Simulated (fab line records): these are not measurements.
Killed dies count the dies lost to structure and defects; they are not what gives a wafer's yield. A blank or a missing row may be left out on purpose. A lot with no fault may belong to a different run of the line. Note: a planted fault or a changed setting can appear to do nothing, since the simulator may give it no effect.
2 desks looking at one fault -- flow sky130 -- what lay behind the numbers comes last; until then each desk has only its own

== THE METROLOGY DESK ==
What the gauges read, lot by lot, whatever tool the lot ran on: means of the sampled wafers that have a number. A lot is out of limits, marked OUT, if its mean lies more than 4 standard deviations from the usual mean; the brackets give that distance.
Columns: A = LDD_HVN_OVL at SKY_LDD_HVN_OVL_MEAS_07, usual -0.5 nm; B = LDD_LDN_OVL at SKY_LDD_LDN_OVL_MEAS_07, usual 0.5 nm
lot,first seen here,A,B
L982,day 19 20:37,-0.1,3.0
L983,day 20 08:32,-0.0,-0.0
L985,day 21 06:56,-0.9,-0.7
L986,day 21 19:31,-1.4,-1.6
L988,day 22 08:53,-1.3,1.5
L990,day 23 00:41,0.2,1.8
L991,day 23 06:44,0.7,-1.8
L993,day 24 07:26,-0.2,-2.6
L994,day 24 16:19,-1.5,1.8
L997,day 25 10:50,2.6,-0.0
L998,day 26 06:49,-1.3,1.1
L102,day 27 06:58,-2.2,0.4
L103,day 27 23:13,-2.9,-2.0
Finding of this desk: none of the 13 lots has anything out of limits.

== DESK OF THE TOOL OWNER: implanter-02 ==
SKY_LDD_LDN_IMPLANT_09, tool's own readings: per-lot mean of the sampled wafers with a number, covering each lot this tool ran. A lot is out of limits, marked OUT, if its mean lies more than 4 standard deviations from the usual mean; the brackets give that distance.
Columns: A = dose-ions-cm2 at SKY_LDD_LDN_IMPLANT_09, usual 1.2501e+13; B = faraday-current-uA at SKY_LDD_LDN_IMPLANT_09, usual 70.6
lot,first seen here,A,B
L983,day 22 20:59,1.2486e+13,70.8
L985,day 23 20:49,1.2477e+13,70.1
L986,day 24 08:05,1.2503e+13,71.2
L988,day 24 21:32,1.2493e+13,70.6
L990,day 25 11:19,1.2500e+13,70.0
L991,day 25 17:49,1.2491e+13,70.9
L993,day 26 17:04,1.2509e+13,70.6
L997,day 27 21:02,1.1819e+13 (-52) OUT,66.2
L998,day 28 18:04,1.1818e+13 (-53) OUT,67.1
Finding of this desk: L997, L998 out of limits; the first was L997 at day 27 21:02, on dose-ions-cm2 at SKY_LDD_LDN_IMPLANT_09. Within limits: L983, L985, L986, L988, L990, L991, L993.

== ALL TOGETHER ==
At day 27 21:02, on L997, L998, the tool owner's desk was in a position to raise an alarm.
From the metrology desk's view, nothing was out of limits.
The metrology desk holds a record of L997, L998, inside its limits.
Every lot named ran SKY_LDD_LDN_IMPLANT_09 on implanter-02.

== WHAT THE SIMULATOR PUT IN ==
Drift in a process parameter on implanter-02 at SKY_LDD_LDN_IMPLANT_09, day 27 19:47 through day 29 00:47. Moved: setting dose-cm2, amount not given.
Lots struck among those shown: L997, L998.
Time in hours from fault onset to the first out-of-limits reading at each desk: the tool owner's desk, 1.
